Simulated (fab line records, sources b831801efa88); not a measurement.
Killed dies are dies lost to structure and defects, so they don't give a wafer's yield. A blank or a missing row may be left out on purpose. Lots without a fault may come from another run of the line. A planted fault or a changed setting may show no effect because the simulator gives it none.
Which tool did it? | flow sky130 | 6 lots, 18 wafers sampled, at 2 steps of a route of 708

WHAT THE GAUGES READ, wafer by wafer
SKY_POLY_GATE_THK_MEAS_21.
lot  | measured     | on            | POLY_GATE_OXIDATION_THK (nm)
L669 | day 17 15:02 | film_metro-04 | 3.90 3.93 3.91
L671 | day 19 02:57 | film_metro-04 | 3.90 3.98 3.92
L674 | day 19 07:11 | film_metro-04 | 3.99 4.01 4.02
L679 | day 20 20:02 | film_metro-03 | 3.97 3.94 3.99
L684 | day 22 17:14 | film_metro-01 | 4.01 3.98 3.90
L688 | day 23 20:19 | film_metro-04 | 4.11 4.12 4.06

WHICH TOOL RAN EACH LOT (tool, then ch and the chambers of the sampled wafers, then the start)
lot  | SKY_SONOS_ONO_ETCH_15
L669 | rie_diel-04 ch 2,3, day 13 15:08
L671 | rie_diel-01 ch 0,1,3, day 15 02:54
L674 | rie_diel-01 ch 0,1,3, day 15 03:21
L679 | rie_diel-01 ch 1,3, day 16 17:17
L684 | rie_diel-01 ch 1,2,3, day 18 10:42
L688 | rie_diel-04 ch 0,1,3, day 19 15:56
- SKY_SONOS_ONO_ETCH_15: etches the open film in CHF3/O2, target depth 19.52 nm, time 7.8 s.

THE ANSWER, worked out from the rows above alone
Rule: what is usual is taken from the lots themselves. Put in order of their means at a reading, lots are off if they are a third of the lots or fewer, leave a main group of 4 or more, and stand apart from it by a gap of 3 or more times the standard deviation of the main group's means; of several such gaps the widest counts. A main group whose means are all the same, to the digits that the tables above print for the reading, isn't used. A lot without any number at a reading at which 4 lots or more have one is off too. The other lots that the step has rows for count as sound.
No lot is off at any reading shown: from this, nothing can be told.

WHAT THE SIMULATOR HAD PUT IN
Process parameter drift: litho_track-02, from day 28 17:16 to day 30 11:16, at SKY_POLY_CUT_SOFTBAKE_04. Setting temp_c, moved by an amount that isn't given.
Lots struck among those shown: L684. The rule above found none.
